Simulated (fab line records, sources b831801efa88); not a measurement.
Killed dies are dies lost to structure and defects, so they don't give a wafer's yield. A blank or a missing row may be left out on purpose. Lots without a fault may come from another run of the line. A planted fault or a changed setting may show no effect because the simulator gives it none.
fab line records | flow sky130
record lots=7 wafers=21 last_day=50
route steps=708 shown VT_ADJUST_HVTP@88 VT_ADJUST_LVTN@97 PAD_OPEN@708
lots that met no fault: from a run of the same line without faults
start_h: hours from the record's first day to the start of the lot's first wafer shown | wait_h: hours since the lot's step before | " the same as in the row above | L1.1+2: a row that stands for several wafers | - no value, or no start given | * or withheld: withheld | < > ~ a bound
route shown NAME@n: a module of which the file shows steps, and the number in the route of the first | usual: mean/standard deviation of fault-free wafers | same: alike in all rows | chamber/n: place in a boat | sites: the reading at each site | _std_site: their standard deviation | _edge_site: outer sites' mean less inner sites' | radius_mm: how far each site lies from the wafer's centre | mask NAME#n: copy n | behind: the tool/chamber that last shaped the wafer | hold: why the lot was held/for how many hours/how that ended | device: the transistor (n, p or np) that didn't switch | end of line: the same wafers' tests at the end of the route | a step without rows: its recipe alone | killed: dies lost to structure and defects at the first sort, not the wafer's yield | map: a wafer's dies, x killed, . not, _ none there
set.NAME: the setting as run; set.NAME@STEP: as run at that earlier step | model.NAME: the simulator's own value behind a step, which no gauge read
lots at some steps of the route; a table a step, a row a wafer
services: from which hour (start_h, from the record's first day; less than 0 if before it) a tool's chamber was out of use, for how many hours, and why
## steps
# step SKY_VT_ADJUST_HVTP_SOFTBAKE_03
# recipe temp_c=90 time_s=60 resist=NOVOLAK
# step SKY_VT_ADJUST_HVTP_EXPOSE_04
# recipe mask_id=HVTPM na=0.6 source_shape=conventional sigma_outer=0.6 polarization=unpolarized target_cd_nm=380 dose_mj=140
# step SKY_VT_ADJUST_HVTP_PEB_05
# recipe temp_c=withheld time_s=* resist=NOVOLAK
# step SKY_VT_ADJUST_HVTP_DEVELOP_06
# recipe resist=NOVOLAK developer=TMAH develop_time_s=61.06 dev_temp_c=23
# step SKY_VT_ADJUST_HVTP_CD_MEAS_07
# recipe target_cd_nm=380
# usual cd_nm=380.8/2.8
# columns lot.wafer tool chamber start_h wait_h cd_nm
L994.2 cd_sem-01 - 142.40 0.1 381.1
L994.3 " - " " 378.4
L994.6 " - " " 378.9
L102.4 cd_sem-02 - 190.78 0.1 383.6
L102.5 " - " " 382.5
L102.6 " - " " 382.3
L104.2 cd_sem-01 - 203.02 0.1 378.7
L104.5 " - " " 377.2
L104.6 " - " " 379.3
L106.2 cd_sem-01 - 221.57 0.1 378.6
L106.3 " - " " 377.3
L106.5 " - " " 377.0
L111.1 cd_sem-02 - 250.97 0.1 378.1
L111.5 " - " " 378.3
L111.6 " - " " 380.9
L113.1 cd_sem-02 - 272.30 0.1 381.3
L113.2 " - " " 382.4
L113.6 " - " " 378.0
L114.1 cd_sem-01 - 273.50 0.1 386.4
L114.5 " - " " 386.0
L114.6 " - " " 386.2
# step SKY_VT_ADJUST_HVTP_OVL_MEAS_08
# usual VT_ADJUST_HVTP_OVL=-0.3/1.3
# columns lot.wafer tool chamber start_h wait_h VT_ADJUST_HVTP_OVL[nm]
L994.2 overlay-02 - 142.51 0.1 2.6
L994.3 " - " " 1.1
L994.6 " - " " 1.2
L102.4 overlay-02 - 190.86 0.1 -0.2
L102.5 " - " " 0.4
L102.6 " - " " 0.9
L104.2 overlay-02 - 203.13 0.1 1.9
L104.5 " - " " 0.3
L104.6 " - " " 1.0
L106.2 overlay-02 - 221.68 0.1 0.1
L106.3 " - " " 0.4
L106.5 " - " " -0.3
L111.1 overlay-01 - 251.09 0.1 0.0
L111.5 " - " " 0.1
L111.6 " - " " 1.2
L113.1 overlay-01 - 272.42 0.1 -0.9
L113.2 " - " " -0.8
L113.6 " - " " -1.9
L114.1 overlay-01 - 273.62 0.1 -1.6
L114.5 " - " " -2.4
L114.6 " - " " -2.4
# step SKY_VT_ADJUST_HVTP_IMPLANT_09
# recipe species=As energy_kev=150 dose_cm2=4.3e+12 tilt_deg=withheld
# step SKY_VT_ADJUST_HVTP_STRIP_10
# recipe chemistry=O2/N2 power_w=1400 pressure_mtorr=1500 platen_temp_c=withheld o2_flow_sccm=3000 n2_flow_sccm=300 overash_fraction=0.5
# usual drypump_motor_current_A=5.69/0.29 oes_product_au=0.716/0.0048 strip_time_to_endpoint_s=14.19/0.047
# same overash_fraction=0.5
# columns lot.wafer tool chamber start_h wait_h drypump_motor_current_A oes_product_au rf_hours_counter_h strip_time_to_endpoint_s
L994.2 plasma_asher-04 1 142.69 0.1 5.78 0.713 35 14.25
L994.3 " 1 " " 5.77 0.711 - 14.30
L994.6 " 1 " " 5.79 0.709 - 14.27
L102.4 plasma_asher-01 0 191.06 0.1 5.58 0.715 - 14.16
L102.5 " 1 " " 5.84 0.721 - 14.20
L102.6 " 0 " " 5.62 0.713 - 14.15
L104.2 plasma_asher-01 1 203.31 0.1 5.83 0.720 52 14.27
L104.5 " 1 " " 5.83 0.711 - 14.27
L104.6 " 0 " " 5.57 0.717 - 14.20
L106.2 plasma_asher-04 1 221.86 0.1 5.78 0.708 42 14.15
L106.3 " 1 " " 5.80 0.715 - 14.14
L106.5 " 1 " " 5.78 0.714 - 14.09
L111.1 plasma_asher-03 0 251.28 0.1 5.14 0.714 52 14.23
L111.5 " 1 " " 5.71 0.718 - 14.27
L111.6 " 0 " " 5.14 0.724 - 14.21
L113.1 plasma_asher-01 0 272.61 0.1 5.59 0.713 59 14.23
L113.2 " 1 " " 5.84 0.717 59 14.15
L113.6 " 1 " " 5.82 0.713 - 14.18
L114.1 plasma_asher-01 0 273.81 0.1 5.61 0.706 59 14.25
L114.5 " 1 " " 5.85 0.712 - 14.18
L114.6 " 0 " " 5.59 0.724 - 14.25
# step SKY_VT_ADJUST_HVTP_TW_MEAS_11
# usual VT_ADJUST_HVTP_TW=1360/5.9
# columns lot.wafer tool chamber start_h wait_h VT_ADJUST_HVTP_TW
L994.2 film_metro-04 - 142.80 0.1 1364
L994.3 " - " " 1373
L994.6 " - " " 1373
L102.4 film_metro-02 - 191.16 0.1 1361
L102.5 " - " " 1362
L102.6 " - " " 1354
L104.2 film_metro-04 - 203.42 0.1 1364
L104.5 " - " " 1355
L104.6 " - " " 1358
L106.2 film_metro-04 - 221.97 0.1 1352
L106.3 " - " " 1358
L106.5 " - " " 1356
L111.1 film_metro-04 - 251.38 0.1 1354
L111.5 " - " " 1362
L111.6 " - " " 1360
L113.1 film_metro-03 - 272.71 0.1 1367
L113.2 " - " " 1363
L113.6 " - " " 1363
L114.1 film_metro-04 - 273.91 0.1 1363
L114.5 " - " " 1363
L114.6 " - " " 1363
# step SKY_VT_ADJUST_LVTN_DEHYDRATE_00
# recipe temp_c=200 time_s=60
# step SKY_VT_ADJUST_LVTN_HMDS_01
# recipe prime_time_s=60 prime_temp_c=120
# step SKY_VT_ADJUST_LVTN_COAT_02
# recipe spin_rpm=2000 resist_thk_nm=3000
# step SKY_VT_ADJUST_LVTN_SOFTBAKE_03
# recipe temp_c=110 time_s=withheld
# usual heater_power_total_W=65.33/0.13 plate_temp_C=110.00/0.15
# columns lot.wafer tool chamber start_h wait_h heater_power_total_W plate_temp_C
L994.2 litho_track-03 0 152.68 0.1 65.40 110.06
L994.3 " 0 " " 65.43 110.14
L994.6 " 0 " " 65.41 110.03
L102.4 litho_track-04 0 202.32 0.1 54.94 96.83
L102.5 " 0 " " 55.18 96.83
L102.6 " 0 " " 54.96 96.99
L104.2 litho_track-04 0 214.71 0.1 54.96 96.91
L104.5 " 0 " " 55.07 96.82
L104.6 " 0 " " 54.95 96.68
L106.2 litho_track-04 0 232.81 0.1 55.12 96.83
L106.3 " 0 " " 54.88 96.84
L106.5 " 0 " " 55.05 96.97
L111.1 litho_track-03 0 262.45 0.1 65.38 110.18
L111.5 " 0 " " 65.12 109.97
L111.6 " 0 " " 65.31 109.88
L113.1 litho_track-04 0 284.47 0.1 65.30 110.10
L113.2 " 0 " " 65.22 110.14
L113.6 " 0 " " 65.42 110.17
L114.1 litho_track-04 0 286.37 0.1 65.31 109.80
L114.5 " 0 " " 65.09 109.95
L114.6 " 0 " " 65.25 110.03
# step SKY_VT_ADJUST_LVTN_EXPOSE_04
# recipe mask_id=NWM_COMPLEMENT_LESS_NATIVE na=0.6 source_shape=conventional sigma_outer=0.6 polarization=unpolarized target_cd_nm=840 dose_mj=194
# step SKY_VT_ADJUST_LVTN_PEB_05
# recipe temp_c=115 time_s=withheld
# step SKY_VT_ADJUST_LVTN_DEVELOP_06
# recipe wall_angle_deg=90 developer=TMAH develop_time_s=60 dev_temp_c=23
# columns lot.wafer tool chamber start_h wait_h model.coat_of_VT_ADJUST_LVTN_COAT_02.thk_nm
L994.2 litho_track-03 0 - - 2997
L994.3 " 0 " " 2989
L994.6 " 0 " " 2993
L102.4 litho_track-02 0 - - 3111
L102.5 " 0 " " 3112
L102.6 " 0 " " 3101
L104.2 litho_track-02 0 - - 3101
L104.5 " 0 " " 3103
L104.6 " 0 " " 3107
L106.2 litho_track-02 0 - - 3108
L106.3 " 0 " " 3116
L106.5 " 0 " " 3110
L111.1 litho_track-04 0 - - 2996
L111.5 " 0 " " 2990
L111.6 " 0 " " 2991
L113.1 litho_track-03 0 - - 2997
L113.2+6 " 0 " " 2996
L114.1 litho_track-04 0 - - 2999
L114.5 " 0 " " 3004
L114.6 " 0 " " 3001
# step SKY_VT_ADJUST_LVTN_OVL_MEAS_07
# usual VT_ADJUST_LVTN_OVL=-0.3/1.6
# columns lot.wafer tool chamber start_h wait_h VT_ADJUST_LVTN_OVL[nm]
L994.2 overlay-02 - 161.76 - 2.2
L994.3 " - " " -0.3
L994.6 " - " " 1.9
L102.4 overlay-01 - 213.63 - -0.9
L102.5 " - " " -2.3
L102.6 " - " " 1.1
L104.2 overlay-02 - 226.37 - 1.4
L104.5 " - " " 1.1
L104.6 " - " " 1.1
L106.2 overlay-01 - 244.12 - -0.2
L106.3 " - " " 0.8
L106.5 " - " " 0.3
L111.1 overlay-02 - 274.72 - -0.4
L111.5 " - " " 0.6
L111.6 " - " " -0.3
L113.1 overlay-02 - 296.75 - -1.5
L113.2 " - " " -1.2
L113.6 " - " " -0.7
L114.1 overlay-01 - 299.17 - -3.3
L114.5 " - " " -0.7
L114.6 " - " " -1.4
# step SKY_VT_ADJUST_LVTN_IMPLANT_08
# recipe species=B energy_kev=30 dose_cm2=1.57e+12 tilt_deg=withheld
# step SKY_VT_ADJUST_LVTN_STRIP_09
# recipe chemistry=O2/N2 power_w=1400 pressure_mtorr=1500 platen_temp_c=withheld o2_flow_sccm=3000 n2_flow_sccm=300 overash_fraction=0.5
# usual drypump_motor_current_A=5.57/0.22 oes_product_au=0.723/0.0044 strip_time_to_endpoint_s=36.89/0.096
# same overash_fraction=0.5
# columns lot.wafer tool chamber start_h wait_h drypump_motor_current_A oes_product_au rf_hours_counter_h strip_time_to_endpoint_s
L994.2 plasma_asher-01 1 161.94 0.1 5.80 0.728 48 36.94
L994.3 " 1 " " 5.84 0.721 - 36.83
L994.6 " 1 " " 5.78 0.725 - 36.89
L102.4 plasma_asher-03 1 213.84 0.1 5.74 0.726 - 38.22
L102.5 " 1 " " 5.71 0.725 - 38.26
L102.6 " 0 " " 5.14 0.726 - 38.12
L104.2 plasma_asher-02 0 226.55 0.1 5.63 0.727 11 38.12
L104.5 " 1 " " 5.50 0.722 - 38.15
L104.6 " 0 " " 5.66 0.723 - 38.19
L106.2 plasma_asher-02 1 244.30 0.1 5.49 0.729 12 38.20
L106.3 " 0 " " 5.62 0.715 - 38.30
L106.5 " 0 " " 5.62 0.722 - 38.22
L111.1 plasma_asher-03 0 274.91 0.1 5.14 0.725 55 36.90
L111.5 " 1 " " 5.72 0.716 - 36.85
L111.6 " 0 " " 5.14 0.724 - 36.86
L113.1 plasma_asher-03 0 296.94 0.1 5.15 0.721 57 36.94
L113.2 " 1 " " 5.70 0.728 57 36.93
L113.6 " 1 " " 5.70 0.714 - 36.90
L114.1 plasma_asher-03 0 299.36 0.1 5.14 0.720 57 36.96
L114.5 " 1 " " 5.69 0.723 - 37.00
L114.6 " 0 " " 5.15 0.718 - 36.98
# step SKY_VT_ADJUST_LVTN_TW_MEAS_10
# usual VT_ADJUST_LVTN_TW=242.2/1.7
# columns lot.wafer tool chamber start_h wait_h VT_ADJUST_LVTN_TW
L994.2 film_metro-02 - 162.05 0.1 240.5
L994.3 " - " " 242.2
L994.6 " - " " 240.7
L102.4 film_metro-02 - 213.94 0.1 240.5
L102.5 " - " " 239.5
L102.6 " - " " 239.6
L104.2 film_metro-02 - 226.66 0.1 241.0
L104.5 " - " " 241.5
L104.6 " - " " 241.0
L106.2 film_metro-01 - 244.41 0.1 244.0
L106.3 " - " " 243.8
L106.5 " - " " 243.4
L111.1 film_metro-04 - 275.01 0.1 243.5
L111.5 " - " " 242.7
L111.6 " - " " 244.2
L113.1 film_metro-02 - 297.04 0.1 241.2
L113.2 " - " " 240.8
L113.6 " - " " 240.4
L114.1 film_metro-04 - 299.46 0.1 243.4
L114.5 " - " " 240.5
L114.6 " - " " 242.3
# step SKY_PAD_OPEN_PROBE_99
# usual killed_at_M0_to_M3=43/7 killed_at_M4_up=3.3/1.8 killed_at_contacts=24/6.2 killed_at_front_end=16/4.7 killed_at_other=0.4/0.58 killed_dies=87/10 killed_on_rim=16/3.7 killed_open=47/6.4 killed_short=39/7
# same gross_dies=492 killed_at_back_side=0
# columns lot.wafer tool chamber start_h wait_h killed_at_M0_to_M3 killed_at_M4_up killed_at_contacts killed_at_front_end killed_at_other killed_dies killed_on_rim killed_open killed_short
L994.2 prober-02 - 1091.26 0.1 41 2 32 8 0 83 20 46 37
L994.3 prober-02 - 1091.31 0.2 36 4 36 14 0 90 14 49 41
L994.6 prober-02 - 1091.46 0.2 40 6 44 15 0 105 22 49 56
L102.4 prober-01 - 1159.45 0.2 40 3 21 19 1 84 17 51 33
L102.5 prober-01 - 1159.50 0.2 50 0 23 11 1 85 20 46 39
L102.6 prober-01 - 1159.55 0.2 36 3 23 19 1 82 15 40 42
L104.2 prober-02 - 1160.57 0.1 47 2 20 25 0 94 21 46 46
L104.5 prober-02 - 1160.72 0.2 64 9 21 19 0 113 22 50 55
L104.6 prober-02 - 1160.77 0.2 46 2 23 13 0 84 15 39 44
L106.2 prober-02 - 1166.19 0.1 37 2 24 9 0 72 15 48 24
L106.3 prober-02 - 1166.24 0.2 59 5 31 22 0 117 23 69 48
L106.5 prober-02 - 1166.34 0.2 42 4 24 11 0 81 11 52 29
L111.1 prober-01 - 1197.89 0.1 44 1 33 13 0 91 16 47 42
L111.5 prober-01 - 1198.09 0.2 46 4 34 15 0 99 20 51 48
L111.6 prober-01 - 1198.14 0.2 50 7 29 20 0 106 15 53 53
L113.1 prober-02 - 1201.74 0.1 45 4 20 13 0 82 18 47 35
L113.2 prober-02 - 1201.79 0.1 50 2 27 18 0 97 22 54 43
L113.6 prober-02 - 1201.99 0.2 50 1 22 15 0 88 12 52 36
L114.1 prober-02 - 1203.24 0.1 43 3 21 21 0 88 15 36 52
L114.5 prober-02 - 1203.44 0.2 50 5 26 19 0 100 21 58 42
L114.6 prober-02 - 1203.49 0.2 45 5 24 17 0 91 20 59 32
# killed by level:class
L994.2 VIA1:geometric_particle:open=13 CONTACT:geometric_particle:short=8 CONTACT:geometric_particle:open=7 LI_CONTACT:geometric_particle:open=6 VIA1:geometric_particle:short=6 LOCAL_INTERCONNECT:geometric_particle:open=5 METAL1:geometric_particle:short=5 VIA3:geometric_particle:open=5
L994.3 CONTACT:geometric_particle:open=16 VIA1:geometric_particle:open=8 METAL2:geometric_particle:short=8 LOCAL_INTERCONNECT:geometric_particle:short=7 CONTACT:geometric_particle:short=6 VIA3:geometric_particle:open=6 LI_CONTACT:geometric_particle:open=5 METAL1:geometric_particle:short=5
L994.6 CONTACT:geometric_particle:open=13 LI_CONTACT:geometric_particle:short=9 CONTACT:geometric_particle:short=8 VIA1:geometric_particle:open=8 LOCAL_INTERCONNECT:geometric_particle:short=6 METAL3:geometric_particle:short=6 LI_CONTACT:geometric_particle:open=6 METAL1:geometric_particle:short=6
L102.4 VIA1:geometric_particle:open=10 CONTACT:geometric_particle:open=8 VIA3:geometric_particle:open=8 LI_CONTACT:geometric_particle:open=6 METAL2:geometric_particle:short=6 VIA2:geometric_particle:open=5 FIELD_ISO:geometric_particle:short=4 FIELD_ISO:geometric_particle:open=4
L102.5 CONTACT:geometric_particle:open=11 VIA3:geometric_particle:open=10 VIA1:geometric_particle:open=9 VIA1:geometric_particle:short=6 FIELD_ISO:geometric_particle:short=5 VIA3:geometric_particle:short=5 LI_CONTACT:geometric_particle:open=4 METAL2:geometric_particle:short=4
L102.6 VIA1:geometric_particle:open=12 FIELD_ISO:geometric_particle:short=8 CONTACT:geometric_particle:open=7 LI_CONTACT:geometric_particle:open=6 POLY_GATE:geometric_particle:short=5 METAL1:geometric_particle:short=5 VIA3:geometric_particle:open=5 LI_CONTACT:geometric_particle:short=4
L104.2 VIA1:geometric_particle:open=10 LI_CONTACT:geometric_particle:open=8 METAL2:geometric_particle:short=8 VIA2:geometric_particle:open=7 FIELD_ISO:geometric_particle:short=6 FIELD_ISO:geometric_particle:open=6 METAL1:geometric_particle:short=5 CONTACT:geometric_particle:open=5
L104.5 VIA1:geometric_particle:open=11 VIA3:geometric_particle:open=10 METAL2:geometric_particle:short=10 VIA4:area_etch=7 METAL1:geometric_particle:short=6 CONTACT:geometric_particle:open=6 VIA1:geometric_particle:short=6 LI_CONTACT:geometric_particle:open=5
L104.6 METAL2:geometric_particle:short=10 VIA1:geometric_particle:open=9 LI_CONTACT:geometric_particle:open=6 VIA3:geometric_particle:open=6 POLY_GATE:geometric_particle:open=5 LI_CONTACT:geometric_particle:short=4 LOCAL_INTERCONNECT:geometric_particle:short=4 CONTACT:geometric_particle:short=4
L106.2 VIA1:geometric_particle:open=13 CONTACT:geometric_particle:open=11 LI_CONTACT:geometric_particle:open=6 VIA2:geometric_particle:open=6 VIA1:geometric_particle:short=5 SPACER:geometric_particle:open=3 LOCAL_INTERCONNECT:geometric_particle:short=3 VIA3:geometric_particle:short=3
L106.3 VIA1:geometric_particle:open=16 CONTACT:geometric_particle:open=12 VIA3:geometric_particle:open=10 METAL1:geometric_particle:short=9 FIELD_ISO:geometric_particle:open=8 LI_CONTACT:geometric_particle:open=8 VIA1:geometric_particle:short=7 LOCAL_INTERCONNECT:geometric_particle:short=5
L106.5 VIA1:geometric_particle:open=12 CONTACT:geometric_particle:open=10 VIA3:geometric_particle:open=9 FIELD_ISO:geometric_particle:open=7 LI_CONTACT:geometric_particle:open=5 CONTACT:geometric_particle:short=5 METAL3:geometric_particle:short=5 METAL1:geometric_particle:short=4
L111.1 CONTACT:geometric_particle:open=14 VIA1:geometric_particle:open=9 VIA3:geometric_particle:open=9 METAL2:geometric_particle:short=7 LOCAL_INTERCONNECT:geometric_particle:short=6 VIA1:geometric_particle:short=6 METAL1:geometric_particle:short=5 CONTACT:geometric_particle:short=5
L111.5 VIA1:geometric_particle:open=12 VIA3:geometric_particle:open=10 CONTACT:geometric_particle:open=9 CONTACT:geometric_particle:short=8 METAL2:geometric_particle:short=8 LI_CONTACT:geometric_particle:open=7 LI_CONTACT:geometric_particle:short=5 LOCAL_INTERCONNECT:geometric_particle:short=5
L111.6 METAL2:geometric_particle:short=12 LI_CONTACT:geometric_particle:open=9 CONTACT:geometric_particle:open=9 VIA3:geometric_particle:open=9 FIELD_ISO:geometric_particle:open=6 VIA2:geometric_particle:open=5 VIA1:geometric_particle:short=5 POLY_GATE:geometric_particle:short=4
L113.1 VIA3:geometric_particle:open=9 VIA1:geometric_particle:short=8 VIA1:geometric_particle:open=8 CONTACT:geometric_particle:open=7 FIELD_ISO:geometric_particle:open=5 LOCAL_INTERCONNECT:geometric_particle:short=5 VIA2:geometric_particle:open=5 LI_CONTACT:geometric_particle:open=4
L113.2 VIA1:geometric_particle:open=15 LI_CONTACT:geometric_particle:open=9 CONTACT:geometric_particle:open=7 METAL2:geometric_particle:short=6 LOCAL_INTERCONNECT:geometric_particle:short=6 VIA1:geometric_particle:short=6 VIA3:geometric_particle:open=6 VIA2:geometric_particle:open=5
L113.6 VIA1:geometric_particle:open=11 LI_CONTACT:geometric_particle:open=8 CONTACT:geometric_particle:open=8 VIA2:geometric_particle:open=7 VIA1:geometric_particle:short=6 METAL2:geometric_particle:short=6 VIA3:geometric_particle:open=6 METAL1:geometric_particle:short=4
L114.1 VIA1:geometric_particle:open=7 VIA2:geometric_particle:short=7 LOCAL_INTERCONNECT:geometric_particle:short=5 CONTACT:geometric_particle:open=5 CONTACT:geometric_particle:short=5 METAL2:geometric_particle:short=5 VIA3:geometric_particle:open=5 FIELD_ISO:geometric_particle:short=4
L114.5 CONTACT:geometric_particle:open=13 VIA1:geometric_particle:open=10 VIA3:geometric_particle:open=10 METAL2:geometric_particle:short=9 FIELD_ISO:geometric_particle:open=5 CONTACT:geometric_particle:short=5 VIA2:geometric_particle:open=5 LOCAL_INTERCONNECT:geometric_particle:short=4
L114.6 VIA1:geometric_particle:open=12 CONTACT:geometric_particle:open=10 LI_CONTACT:geometric_particle:open=8 VIA3:geometric_particle:open=8 METAL2:geometric_particle:short=5 FIELD_ISO:geometric_particle:open=4 POLY_GATE:geometric_particle:open=4 SPACER:geometric_particle:open=4
## services
# columns tool chamber start_h hours kind
plasma_asher-02 - 206.19 2.4 repair
plasma_asher-01 - 231.80 2.8 pm
plasma_asher-02 - 257.34 12.0 repair
plasma_asher-02 - 258.78 7.4 repair
## key
first_sign step=SKY_VT_ADJUST_LVTN_SOFTBAKE_03 reading=plate_temp_C direction=down sigmas=90 usual=* struck=*
effect step=SKY_VT_ADJUST_LVTN_SOFTBAKE_03 reading=heater_power_total_W direction=down sigmas=80 usual=* struck=*
effect step=SKY_VT_ADJUST_LVTN_STRIP_09 reading=strip_time_to_endpoint_s direction=up sigmas=14 usual=* struck=*
model_effect step=SKY_VT_ADJUST_LVTN_DEVELOP_06 value=coat_of_VT_ADJUST_LVTN_COAT_02.thk_nm without=2999 struck=3108
met_at SKY_VT_ADJUST_LVTN_SOFTBAKE_03
struck_wafers L102.4,L102.5,L102.6,L104.2,L104.5,L104.6,L106.2,L106.3,L106.5
tester_left_out L102,L104,L106
fault kind=process_parameter_drift tool=litho_track-04 chamber=- onset_h=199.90 steps=SKY_VT_ADJUST_LVTN_SOFTBAKE_03 channel=temp_c offset=* shape=step end_h=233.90 acts_in=* stated=*
# tester_left_out: of these lots the tester's yield and bins aren't shown, on N5 and GAA mostly nor the transistor test; their killed dies are dies lost to structure and defects alone, not to doping, threshold or leakage, so they don't give the yield
